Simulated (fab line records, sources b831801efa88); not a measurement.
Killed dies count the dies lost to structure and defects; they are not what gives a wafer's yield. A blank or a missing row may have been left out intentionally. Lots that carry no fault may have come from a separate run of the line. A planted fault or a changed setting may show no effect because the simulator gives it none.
fab line records -- flow gf180mcu -- part 1 of 2: steps 1 to 24 of 34
[record] lots = 5, wafers = 15, last-day = 31
route steps=602 shown NSD@237 PSD@248 SAB@264
lots untouched by any fault: they come from a run of this same line in which no faults occurred
start-h: hours from the record's opening day to when the first of the lot's shown wafers began -- wait-h: hours from the lot's prior step to this one -- " repeats the value in the row above -- L1.1+2: several wafers, shown together as one row -- - value missing, or start not given -- * or withheld: withheld -- < > ~ a bound
route shown NAME@n: names a module that has steps shown in the file, with the first one's number in the route -- usual: mean/standard deviation taken from wafers without a fault -- same: alike in all rows -- chamber/n: place in a boat -- sites: per-site readings -- _std_site: their standard deviation -- _edge_site: mean of outer sites minus mean of inner sites -- radius-mm: for every site, how far away it sits from the centre of the wafer -- mask NAME#n: copy n -- behind: the last tool/chamber to shape the wafer -- hold: cause of the lot's hold/its duration in hours/its outcome -- device: the n, p or np transistor that did not switch -- end of line: tests of these same wafers at the route's end -- a step without rows: its recipe alone -- killed: dies that structure and defects cost at the first sort, which is not the same as the wafer's yield -- map: a wafer's dies, x killed, . not, _ none there
set.NAME: the setting the step ran with; set.NAME@STEP: the setting that earlier step ran with -- model.NAME: the simulator's own value behind a step, which no gauge read
certain route steps with their lots: each step a table, each wafer a row
services: the hour from which a tool's chamber was out of use, counted from the record's first day as start-h (under 0 if before that day), plus the number of hours and why
[[steps]]
[step GF_NSD_COAT_02]
[recipe] resist = NOVOLAK, spin-rpm = 3000, resist-thk-nm = 1000
[usual] chill-plate-temp-C = 23.00/0.11, exhaust-pa = 45.0/0.82
lot.wafer,tool,chamber,start-h,wait-h,chill-plate-temp-C,exhaust-pa
L074.1,litho-track-03,0,288.02,0.1,22.95,45.4
L074.3,litho-track-03,0,288.02,0.1,23.06,45.0
L074.5,litho-track-03,0,288.02,0.1,22.97,47.0
L076.2,litho-track-04,0,308.68,0.1,23.03,44.7
L076.4,litho-track-04,0,308.68,0.1,23.03,46.9
L076.5,litho-track-04,0,308.68,0.1,22.92,45.2
L077.1,litho-track-01,0,319.77,0.1,22.85,44.7
L077.2,litho-track-01,0,319.77,0.1,22.73,44.6
L077.6,litho-track-01,0,319.77,0.1,22.98,45.6
L080.3,litho-track-04,0,348.90,0.1,23.16,45.0
L080.4,litho-track-04,0,348.90,0.1,23.19,47.0
L080.5,litho-track-04,0,348.90,0.1,23.15,45.2
L081.3,litho-track-03,0,366.07,0.1,22.99,44.8
L081.5,litho-track-03,0,366.07,0.1,23.05,45.9
L081.6,litho-track-03,0,366.07,0.1,23.05,45.4
[step GF_NSD_SOFTBAKE_03]
[recipe] temp-c = 90, time-s = 60, resist = NOVOLAK
[usual] chill-plate-temp-C = 23.02/0.11, exhaust-pa = 45.1/0.98
lot.wafer,tool,chamber,start-h,wait-h,chill-plate-temp-C,exhaust-pa
L074.1,litho-track-03,0,288.17,0.1,22.93,45.2
L074.3,litho-track-03,0,288.17,0.1,22.94,45.0
L074.5,litho-track-03,0,288.17,0.1,22.89,47.2
L076.2,litho-track-04,0,308.83,0.1,23.16,44.8
L076.4,litho-track-04,0,308.83,0.1,23.07,45.5
L076.5,litho-track-04,0,308.83,0.1,22.89,45.1
L077.1,litho-track-01,0,319.92,0.1,22.97,46.6
L077.2,litho-track-01,0,319.92,0.1,22.99,45.6
L077.6,litho-track-01,0,319.92,0.1,22.89,44.2
L080.3,litho-track-04,0,349.05,0.1,23.20,47.6
L080.4,litho-track-04,0,349.05,0.1,23.21,46.7
L080.5,litho-track-04,0,349.05,0.1,23.14,45.9
L081.3,litho-track-03,0,366.22,0.1,23.11,44.5
L081.5,litho-track-03,0,366.22,0.1,22.92,46.4
L081.6,litho-track-03,0,366.22,0.1,22.92,46.2
[step GF_NSD_EXPOSE_04]
[recipe] mask-id = Nplus, target-cd-nm = 400, na = 0.6, source-shape = conventional, sigma-outer = 0.6, dose-mj = 140
[usual] stage-vel-mm-s = 500.03/0.27
lot.wafer,tool,chamber,start-h,wait-h,mask,stage-vel-mm-s
L074.1,iline-stepper-01,0,-,-,Nplus#0,500.16
L074.3,iline-stepper-01,0,-,-,Nplus#0,500.02
L074.5,iline-stepper-01,0,-,-,Nplus#0,500.06
L076.2,iline-stepper-01,0,-,-,Nplus#0,500.19
L076.4,iline-stepper-01,0,-,-,Nplus#0,500.02
L076.5,iline-stepper-01,0,-,-,Nplus#0,500.35
L077.1,iline-stepper-02,0,-,-,Nplus#0,500.17
L077.2,iline-stepper-02,0,-,-,Nplus#0,499.93
L077.6,iline-stepper-02,0,-,-,Nplus#0,500.28
L080.3,iline-stepper-02,0,-,-,Nplus#0,500.97
L080.4,iline-stepper-02,0,-,-,Nplus#0,500.59
L080.5,iline-stepper-02,0,-,-,Nplus#0,500.34
L081.3,iline-stepper-02,0,-,-,Nplus#0,500.12
L081.5,iline-stepper-02,0,-,-,Nplus#0,500.22
L081.6,iline-stepper-02,0,-,-,Nplus#0,500.54
[step GF_NSD_PEB_05]
[recipe] temp-c = withheld, time-s = *, resist = NOVOLAK
[usual] chill-plate-temp-C = *, exhaust-pa = 44.9/0.82
lot.wafer,tool,chamber,start-h,wait-h,chill-plate-temp-C,exhaust-pa
L074.1,litho-track-04,0,-,-,*,43.3
L074.3,litho-track-04,0,-,-,*,46.0
L074.5,litho-track-04,0,-,-,*,45.6
L076.2,litho-track-03,0,-,-,*,44.9
L076.4,litho-track-03,0,-,-,*,44.4
L076.5,litho-track-03,0,-,-,*,44.5
L077.1,litho-track-01,0,-,-,*,44.3
L077.2,litho-track-01,0,-,-,*,43.1
L077.6,litho-track-01,0,-,-,*,44.3
L080.3,litho-track-03,0,-,-,*,47.0
L080.4,litho-track-03,0,-,-,*,47.2
L080.5,litho-track-03,0,-,-,*,45.5
L081.3,litho-track-01,0,-,-,*,43.5
L081.5,litho-track-01,0,-,-,*,44.7
L081.6,litho-track-01,0,-,-,*,44.1
[step GF_NSD_DEVELOP_06]
[recipe] develop-time-s = 60, dev-temp-c = 23
[usual] chill-plate-temp-C = 23.00/0.1, exhaust-pa = 45.0/0.79
lot.wafer,tool,chamber,start-h,wait-h,chill-plate-temp-C,exhaust-pa
L074.1,litho-track-04,0,297.90,0.1,23.09,44.2
L074.3,litho-track-04,0,297.90,0.1,23.13,45.9
L074.5,litho-track-04,0,297.90,0.1,23.13,45.6
L076.2,litho-track-03,0,318.90,0.1,23.02,44.5
L076.4,litho-track-03,0,318.90,0.1,23.04,44.6
L076.5,litho-track-03,0,318.90,0.1,23.11,44.1
L077.1,litho-track-01,0,330.82,0.1,22.94,44.7
L077.2,litho-track-01,0,330.82,0.1,22.80,45.2
L077.6,litho-track-01,0,330.82,0.1,22.95,45.6
L080.3,litho-track-03,0,360.22,0.1,23.18,46.0
L080.4,litho-track-03,0,360.22,0.1,23.24,45.2
L080.5,litho-track-03,0,360.22,0.1,23.28,46.6
L081.3,litho-track-01,0,377.27,0.1,22.97,44.7
L081.5,litho-track-01,0,377.27,0.1,22.96,43.9
L081.6,litho-track-01,0,377.27,0.1,23.19,45.4
[step GF_NSD_CD_MEAS_07]
[recipe] target-cd-nm = 400
[usual] cd-nm = 400.0/2.3
lot.wafer,tool,chamber,start-h,wait-h,cd-nm
L074.1,cd-sem-01,-,298.05,0.1,400.7
L074.3,cd-sem-01,-,298.05,0.1,400.2
L074.5,cd-sem-01,-,298.05,0.1,400.1
L076.2,cd-sem-02,-,319.04,0.1,397.8
L076.4,cd-sem-02,-,319.04,0.1,398.5
L076.5,cd-sem-02,-,319.04,0.1,399.8
L077.1,cd-sem-01,-,330.97,0.1,402.4
L077.2,cd-sem-01,-,330.97,0.1,402.0
L077.6,cd-sem-01,-,330.97,0.1,401.0
L080.3,cd-sem-02,-,360.36,0.1,400.5
L080.4,cd-sem-02,-,360.36,0.1,401.1
L080.5,cd-sem-02,-,360.36,0.1,399.1
L081.3,cd-sem-02,-,377.41,0.1,402.0
L081.5,cd-sem-02,-,377.41,0.1,404.8
L081.6,cd-sem-02,-,377.41,0.1,404.9
[step GF_NSD_OVL_MEAS_08]
[usual] NSD_OVL = -0.3/1.5
lot.wafer,tool,chamber,start-h,wait-h,NSD_OVL[nm]
L074.1,overlay-01,-,298.17,0.1,2.0
L074.3,overlay-01,-,298.17,0.1,0.8
L074.5,overlay-01,-,298.17,0.1,0.7
L076.2,overlay-02,-,319.15,0.1,1.3
L076.4,overlay-02,-,319.15,0.1,0.5
L076.5,overlay-02,-,319.15,0.1,2.7
L077.1,overlay-01,-,331.09,0.1,-1.4
L077.2,overlay-01,-,331.09,0.1,-0.7
L077.6,overlay-01,-,331.09,0.1,-0.6
L080.3,overlay-02,-,360.45,0.1,-3.5
L080.4,overlay-02,-,360.45,0.1,-2.2
L080.5,overlay-02,-,360.45,0.1,-2.9
L081.3,overlay-02,-,377.50,0.1,-1.6
L081.5,overlay-02,-,377.50,0.1,0.3
L081.6,overlay-02,-,377.50,0.1,1.9
[step GF_NSD_IMPLANT_09]
[recipe] species = As, energy-kev = 60, dose-cm2 = 4e+15, tilt-deg = 7
[same] implant-ion-amu = 75
lot.wafer,tool,chamber,start-h,wait-h
L074.1+3+5,implanter-01,0,298.21,0.0
L076.2+4+5,implanter-03,0,319.20,0.0
L077.1+2+6,implanter-03,0,331.13,0.0
L080.3+4+5,implanter-02,0,360.53,0.1
L081.3+5+6,implanter-02,0,377.57,0.1
[step GF_NSD_IMPLANT_10]
[recipe] species = P, energy-kev = 40, dose-cm2 = 5e+14, tilt-deg = 7
[same] implant-ion-amu = 31
lot.wafer,tool,chamber,start-h,wait-h
L074.1+3+5,implanter-01,0,298.36,0.1
L076.2+4+5,implanter-03,0,319.35,0.1
L077.1+2+6,implanter-03,0,331.28,0.1
L080.3+4+5,implanter-02,0,360.68,0.1
L081.3+5+6,implanter-02,0,377.72,0.1
[step GF_NSD_STRIP_11]
[recipe] chemistry = O2/N2, power-w = 1400, pressure-mtorr = 1500, platen-temp-c = 250, o2-flow-sccm = 3000, n2-flow-sccm = 300, overash-fraction = 0.5
[usual] drypump-motor-current-A = 6.1/0.37, heater-power-w = 328/34, oes-product-au = 0.487/0.0043, strip-time-to-endpoint-s = 22.95/0.038
[same] overash-fraction = 0.5
lot.wafer,tool,chamber,start-h,wait-h,drypump-motor-current-A,heater-power-w,oes-product-au,rf-hours-counter-h,strip-time-to-endpoint-s
L074.1,plasma-asher-03,0,298.51,0.1,6.6,304,0.488,70,22.92
L074.3,plasma-asher-03,0,298.51,0.1,6.6,300,0.492,-,22.92
L074.5,plasma-asher-03,1,298.51,0.1,5.7,364,0.485,-,22.90
L076.2,plasma-asher-04,0,319.48,0.1,5.8,369,0.488,51,22.97
L076.4,plasma-asher-04,1,319.48,0.1,6.2,335,0.486,-,22.92
L076.5,plasma-asher-04,1,319.48,0.1,6.2,324,0.485,-,22.94
L077.1,plasma-asher-03,1,331.43,0.1,5.7,368,0.481,73,22.91
L077.2,plasma-asher-03,0,331.43,0.1,6.6,309,0.487,73,22.90
L077.6,plasma-asher-03,0,331.43,0.1,6.6,302,0.488,-,22.94
L080.3,plasma-asher-02,1,360.81,0.1,6.5,285,0.484,-,22.91
L080.4,plasma-asher-02,0,360.81,0.1,5.8,306,0.489,-,22.88
L080.5,plasma-asher-02,1,360.81,0.1,6.5,279,0.487,-,22.91
L081.3,plasma-asher-02,0,377.86,0.1,5.8,305,0.481,-,22.99
L081.5,plasma-asher-02,0,377.86,0.1,5.8,315,0.483,-,22.94
L081.6,plasma-asher-02,1,377.86,0.1,6.5,277,0.482,-,22.99
[step GF_NSD_TW_MEAS_12]
[usual] NSD_TW = 4236/19
lot.wafer,tool,chamber,start-h,wait-h,NSD_TW
L074.1,film-metro-03,-,298.61,0.1,4189
L074.3,film-metro-03,-,298.61,0.1,4200
L074.5,film-metro-03,-,298.61,0.1,4194
L076.2,film-metro-03,-,319.59,0.1,4234
L076.4,film-metro-03,-,319.59,0.1,4224
L076.5,film-metro-03,-,319.59,0.1,4243
L077.1,film-metro-03,-,331.53,0.1,4224
L077.2,film-metro-03,-,331.53,0.1,4236
L077.6,film-metro-03,-,331.53,0.1,4243
L080.3,film-metro-01,-,360.90,0.1,4251
L080.4,film-metro-01,-,360.90,0.1,4223
L080.5,film-metro-01,-,360.90,0.1,4225
L081.3,film-metro-01,-,377.94,0.1,4245
L081.5,film-metro-01,-,377.94,0.1,4218
L081.6,film-metro-01,-,377.94,0.1,4227
[step GF_PSD_DEHYDRATE_00]
[recipe] temp-c = 200, time-s = 60
[usual] chill-plate-temp-C = 22.99/0.12, exhaust-pa = 44.8/0.93
lot.wafer,tool,chamber,start-h,wait-h,chill-plate-temp-C,exhaust-pa
L074.1,litho-track-03,0,308.77,10.2,22.84,45.5
L074.3,litho-track-03,0,308.77,10.2,22.96,44.9
L074.5,litho-track-03,0,308.77,10.2,22.99,45.0
L076.2,litho-track-04,0,329.18,9.6,23.08,44.8
L076.4,litho-track-04,0,329.18,9.6,22.92,43.2
L076.5,litho-track-04,0,329.18,9.6,23.06,43.2
L077.1,litho-track-03,0,342.27,10.7,23.11,46.2
L077.2,litho-track-03,0,342.27,10.7,23.13,45.4
L077.6,litho-track-03,0,342.27,10.7,22.87,45.7
L080.3,litho-track-02,0,371.52,10.6,22.74,46.2
L080.4,litho-track-02,0,371.52,10.6,22.78,44.3
L080.5,litho-track-02,0,371.52,10.6,23.18,44.6
L081.3,litho-track-03,0,388.97,11.0,23.18,43.9
L081.5,litho-track-03,0,388.97,11.0,22.93,45.0
L081.6,litho-track-03,0,388.97,11.0,23.07,44.2
[step GF_PSD_HMDS_01]
[recipe] prime-time-s = 60, prime-temp-c = 120
[usual] chill-plate-temp-C = 22.99/0.1, exhaust-pa = 45.0/0.92
lot.wafer,tool,chamber,start-h,wait-h,chill-plate-temp-C,exhaust-pa
L074.1,litho-track-03,0,308.92,0.1,22.95,46.0
L074.3,litho-track-03,0,308.92,0.1,22.92,45.8
L074.5,litho-track-03,0,308.92,0.1,22.82,46.1
L076.2,litho-track-04,0,329.33,0.1,22.86,45.1
L076.4,litho-track-04,0,329.33,0.1,22.94,44.9
L076.5,litho-track-04,0,329.33,0.1,23.08,45.8
L077.1,litho-track-03,0,342.42,0.1,23.19,45.4
L077.2,litho-track-03,0,342.42,0.1,22.97,44.2
L077.6,litho-track-03,0,342.42,0.1,22.82,45.7
L080.3,litho-track-02,0,371.67,0.1,22.95,44.3
L080.4,litho-track-02,0,371.67,0.1,23.02,45.4
L080.5,litho-track-02,0,371.67,0.1,22.72,46.4
L081.3,litho-track-03,0,389.12,0.1,23.07,43.4
L081.5,litho-track-03,0,389.12,0.1,23.08,44.8
L081.6,litho-track-03,0,389.12,0.1,22.99,45.2
[step GF_PSD_COAT_02]
[recipe] resist = NOVOLAK, spin-rpm = 3000, resist-thk-nm = 1000
[usual] chill-plate-temp-C = 23.02/0.1, exhaust-pa = 45.0/0.92
lot.wafer,tool,chamber,start-h,wait-h,chill-plate-temp-C,exhaust-pa
L074.1,litho-track-03,0,309.07,0.1,22.94,43.9
L074.3,litho-track-03,0,309.07,0.1,22.92,44.0
L074.5,litho-track-03,0,309.07,0.1,23.09,43.7
L076.2,litho-track-04,0,329.48,0.1,23.25,45.6
L076.4,litho-track-04,0,329.48,0.1,23.20,45.3
L076.5,litho-track-04,0,329.48,0.1,23.03,45.6
L077.1,litho-track-03,0,342.57,0.1,22.92,44.5
L077.2,litho-track-03,0,342.57,0.1,22.88,42.7
L077.6,litho-track-03,0,342.57,0.1,22.99,43.0
L080.3,litho-track-02,0,371.82,0.1,22.95,43.9
L080.4,litho-track-02,0,371.82,0.1,23.04,45.6
L080.5,litho-track-02,0,371.82,0.1,22.87,43.6
L081.3,litho-track-03,0,389.27,0.1,23.08,44.8
L081.5,litho-track-03,0,389.27,0.1,23.14,45.5
L081.6,litho-track-03,0,389.27,0.1,22.94,42.8
[step GF_PSD_SOFTBAKE_03]
[recipe] temp-c = 90, time-s = 60, resist = NOVOLAK
[usual] chill-plate-temp-C = 23.00/0.093, exhaust-pa = 44.8/0.82
lot.wafer,tool,chamber,start-h,wait-h,chill-plate-temp-C,exhaust-pa
L074.1,litho-track-03,0,309.22,0.1,22.87,47.4
L074.3,litho-track-03,0,309.22,0.1,23.02,44.8
L074.5,litho-track-03,0,309.22,0.1,23.03,45.2
L076.2,litho-track-04,0,329.63,0.1,23.10,45.9
L076.4,litho-track-04,0,329.63,0.1,23.14,45.1
L076.5,litho-track-04,0,329.63,0.1,23.09,44.3
L077.1,litho-track-03,0,342.72,0.1,22.98,44.1
L077.2,litho-track-03,0,342.72,0.1,22.86,44.8
L077.6,litho-track-03,0,342.72,0.1,23.05,45.3
L080.3,litho-track-02,0,371.97,0.1,22.92,43.8
L080.4,litho-track-02,0,371.97,0.1,23.09,45.5
L080.5,litho-track-02,0,371.97,0.1,23.09,43.9
L081.3,litho-track-03,0,389.42,0.1,22.95,44.1
L081.5,litho-track-03,0,389.42,0.1,22.88,45.3
L081.6,litho-track-03,0,389.42,0.1,22.89,44.3
[step GF_PSD_EXPOSE_04]
[recipe] mask-id = Pplus, target-cd-nm = 400, na = 0.6, source-shape = conventional, sigma-outer = 0.6, dose-mj = 140
[usual] stage-vel-mm-s = 499.97/0.25
lot.wafer,tool,chamber,start-h,wait-h,mask,stage-vel-mm-s
L074.1,iline-stepper-01,0,-,-,Pplus#0,499.93
L074.3,iline-stepper-01,0,-,-,Pplus#0,499.77
L074.5,iline-stepper-01,0,-,-,Pplus#0,499.89
L076.2,iline-stepper-01,0,-,-,Pplus#0,499.70
L076.4,iline-stepper-01,0,-,-,Pplus#0,499.84
L076.5,iline-stepper-01,0,-,-,Pplus#0,500.06
L077.1,iline-stepper-01,0,-,-,Pplus#0,499.52
L077.2,iline-stepper-01,0,-,-,Pplus#0,499.61
L077.6,iline-stepper-01,0,-,-,Pplus#0,499.61
L080.3,iline-stepper-02,0,-,-,Pplus#0,500.10
L080.4,iline-stepper-02,0,-,-,Pplus#0,500.23
L080.5,iline-stepper-02,0,-,-,Pplus#0,500.36
L081.3,iline-stepper-02,0,-,-,Pplus#0,499.27
L081.5,iline-stepper-02,0,-,-,Pplus#0,499.62
L081.6,iline-stepper-02,0,-,-,Pplus#0,500.14
[step GF_PSD_PEB_05]
[recipe] temp-c = withheld, time-s = *, resist = NOVOLAK
[usual] chill-plate-temp-C = *, exhaust-pa = 45.2/0.9
lot.wafer,tool,chamber,start-h,wait-h,chill-plate-temp-C,exhaust-pa
L074.1,litho-track-03,0,-,-,*,44.1
L074.3,litho-track-03,0,-,-,*,44.4
L074.5,litho-track-03,0,-,-,*,45.1
L076.2,litho-track-03,0,-,-,*,46.4
L076.4,litho-track-03,0,-,-,*,45.7
L076.5,litho-track-03,0,-,-,*,46.0
L077.1,litho-track-04,0,-,-,*,45.2
L077.2,litho-track-04,0,-,-,*,47.2
L077.6,litho-track-04,0,-,-,*,44.2
L080.3,litho-track-03,0,-,-,*,44.2
L080.4,litho-track-03,0,-,-,*,45.5
L080.5,litho-track-03,0,-,-,*,45.2
L081.3,litho-track-02,0,-,-,*,46.5
L081.5,litho-track-02,0,-,-,*,46.5
L081.6,litho-track-02,0,-,-,*,44.4
[step GF_PSD_DEVELOP_06]
[recipe] develop-time-s = 60, dev-temp-c = 23
[usual] chill-plate-temp-C = 22.99/0.082, exhaust-pa = 44.8/0.96
lot.wafer,tool,chamber,start-h,wait-h,chill-plate-temp-C,exhaust-pa
L074.1,litho-track-03,0,319.17,0.1,22.92,45.6
L074.3,litho-track-03,0,319.17,0.1,23.15,46.4
L074.5,litho-track-03,0,319.17,0.1,22.98,44.9
L076.2,litho-track-03,0,340.35,0.1,22.87,44.3
L076.4,litho-track-03,0,340.35,0.1,22.95,43.4
L076.5,litho-track-03,0,340.35,0.1,23.02,44.6
L077.1,litho-track-04,0,353.10,0.1,22.84,43.8
L077.2,litho-track-04,0,353.10,0.1,22.93,44.2
L077.6,litho-track-04,0,353.10,0.1,22.89,46.1
L080.3,litho-track-03,0,383.02,0.1,22.94,43.6
L080.4,litho-track-03,0,383.02,0.1,22.98,44.3
L080.5,litho-track-03,0,383.02,0.1,22.90,44.0
L081.3,litho-track-02,0,400.57,0.1,23.01,45.8
L081.5,litho-track-02,0,400.57,0.1,23.00,45.4
L081.6,litho-track-02,0,400.57,0.1,23.09,45.9
[step GF_PSD_CD_MEAS_07]
[recipe] target-cd-nm = 400
[usual] cd-nm = 400.2/2.4
lot.wafer,tool,chamber,start-h,wait-h,cd-nm
L074.1,cd-sem-01,-,319.32,0.1,401.0
L074.3,cd-sem-01,-,319.32,0.1,399.8
L074.5,cd-sem-01,-,319.32,0.1,400.0
L076.2,cd-sem-01,-,340.49,0.1,399.2
L076.4,cd-sem-01,-,340.49,0.1,400.3
L076.5,cd-sem-01,-,340.49,0.1,399.7
L077.1,cd-sem-02,-,353.25,0.1,396.2
L077.2,cd-sem-02,-,353.25,0.1,397.6
L077.6,cd-sem-02,-,353.25,0.1,395.6
L080.3,cd-sem-02,-,383.16,0.1,402.0
L080.4,cd-sem-02,-,383.16,0.1,400.4
L080.5,cd-sem-02,-,383.16,0.1,401.2
L081.3,cd-sem-01,-,400.71,0.1,396.2
L081.5,cd-sem-01,-,400.71,0.1,395.4
L081.6,cd-sem-01,-,400.71,0.1,396.0
[step GF_PSD_OVL_MEAS_08]
[usual] PSD_OVL = 0.1/1.4
lot.wafer,tool,chamber,start-h,wait-h,PSD_OVL[nm]
L074.1,overlay-01,-,319.44,0.1,-0.2
L074.3,overlay-01,-,319.44,0.1,1.8
L074.5,overlay-01,-,319.44,0.1,0.2
L076.2,overlay-02,-,340.60,0.1,0.2
L076.4,overlay-02,-,340.60,0.1,0.5
L076.5,overlay-02,-,340.60,0.1,1.4
L077.1,overlay-01,-,353.37,0.1,0.2
L077.2,overlay-01,-,353.37,0.1,0.9
L077.6,overlay-01,-,353.37,0.1,2.1
L080.3,overlay-01,-,383.25,0.1,0.2
L080.4,overlay-01,-,383.25,0.1,1.0
L080.5,overlay-01,-,383.25,0.1,1.1
L081.3,overlay-01,-,400.80,0.1,-0.3
L081.5,overlay-01,-,400.80,0.1,-1.3
L081.6,overlay-01,-,400.80,0.1,0.2
[step GF_PSD_IMPLANT_09]
[recipe] species = BF2, energy-kev = 40, dose-cm2 = 1.5e+15, tilt-deg = 7
[same] implant-ion-amu = 49
lot.wafer,tool,chamber,start-h,wait-h
L074.1+3+5,implanter-04,0,319.48,0.0
L076.2+4+5,implanter-01,0,340.65,0.0
L077.1+2+6,implanter-04,0,353.41,0.0
L080.3+4+5,implanter-01,0,383.33,0.1
L081.3+5+6,implanter-01,0,400.87,0.1
[step GF_PSD_STRIP_10]
[recipe] chemistry = O2/N2, power-w = 1400, pressure-mtorr = 1500, platen-temp-c = 250, o2-flow-sccm = 3000, n2-flow-sccm = 300, overash-fraction = 0.5
[usual] drypump-motor-current-A = 6.0/0.48, heater-power-w = 334/28, oes-product-au = 0.591/0.0044, strip-time-to-endpoint-s = 16.54/0.045
[same] overash-fraction = 0.5
lot.wafer,tool,chamber,start-h,wait-h,drypump-motor-current-A,heater-power-w,oes-product-au,rf-hours-counter-h,strip-time-to-endpoint-s
L074.1,plasma-asher-01,0,319.63,0.1,5.3,330,0.589,20,16.53
L074.3,plasma-asher-01,1,319.63,0.1,6.5,368,0.594,-,16.54
L074.5,plasma-asher-01,1,319.63,0.1,6.5,365,0.590,-,16.56
L076.2,plasma-asher-01,0,340.78,0.1,5.3,329,0.590,23,16.56
L076.4,plasma-asher-01,1,340.78,0.1,6.5,367,0.585,-,16.56
L076.5,plasma-asher-01,1,340.78,0.1,6.4,361,0.594,-,16.57
L077.1,plasma-asher-01,1,353.56,0.1,6.5,365,0.593,24,16.54
L077.2,plasma-asher-01,0,353.56,0.1,5.3,341,0.593,24,16.55
L077.6,plasma-asher-01,1,353.56,0.1,6.4,380,0.587,-,16.55
L080.3,plasma-asher-04,0,383.46,0.1,5.7,350,0.593,-,16.50
L080.4,plasma-asher-04,1,383.46,0.1,6.2,337,0.600,-,16.51
L080.5,plasma-asher-04,0,383.46,0.1,5.7,357,0.591,-,16.53
L081.3,plasma-asher-02,1,401.01,0.1,6.5,278,0.589,-,16.56
L081.5,plasma-asher-02,1,401.01,0.1,6.5,279,0.583,-,16.52
L081.6,plasma-asher-02,0,401.01,0.1,5.8,308,0.592,-,16.53
[step GF_PSD_TW_MEAS_11]
[usual] PSD_TW = 3176/14
lot.wafer,tool,chamber,start-h,wait-h,PSD_TW
L074.1,film-metro-04,-,319.73,0.1,3172
L074.3,film-metro-04,-,319.73,0.1,3193
L074.5,film-metro-04,-,319.73,0.1,3162
L076.2,film-metro-04,-,340.89,0.1,3187
L076.4,film-metro-04,-,340.89,0.1,3184
L076.5,film-metro-04,-,340.89,0.1,3199
L077.1,film-metro-03,-,353.66,0.1,3151
L077.2,film-metro-03,-,353.66,0.1,3168
L077.6,film-metro-03,-,353.66,0.1,3159
L080.3,film-metro-03,-,383.55,0.1,3179
L080.4,film-metro-03,-,383.55,0.1,3177
L080.5,film-metro-03,-,383.55,0.1,3176
L081.3,film-metro-03,-,401.09,0.1,3156
L081.5,film-metro-03,-,401.09,0.1,3186
L081.6,film-metro-03,-,401.09,0.1,3171
[step GF_PSD_CLEAN_12]
[recipe] chemistry = SC1/SC2, mix = 1:4:20, temp-c = 70, time-s = 150, dry = n2-spin
[usual] bath-heat-duty-pct = 13.3/1.2
lot.wafer,tool,chamber,start-h,wait-h,bath-heat-duty-pct
L074.1,wet-bench-02,3,319.79,0.1,13.0
L074.3,wet-bench-02,3,319.79,0.1,14.1
L074.5,wet-bench-02,3,319.79,0.1,13.7
L076.2,wet-bench-02,2,340.94,0.0,13.9
L076.4,wet-bench-02,2,340.94,0.0,15.1
L076.5,wet-bench-02,2,340.94,0.0,14.1
L077.1,wet-bench-01,0,353.72,0.1,12.5
L077.2,wet-bench-01,0,353.72,0.1,13.0
L077.6,wet-bench-01,0,353.72,0.1,15.4
L080.3,wet-bench-03,0,383.59,0.0,14.5
L080.4,wet-bench-03,0,383.59,0.0,14.9
L080.5,wet-bench-03,0,383.59,0.0,15.8
L081.3,wet-bench-02,3,401.13,0.0,13.3
L081.5,wet-bench-02,3,401.13,0.0,12.9
L081.6,wet-bench-02,3,401.13,0.0,12.9
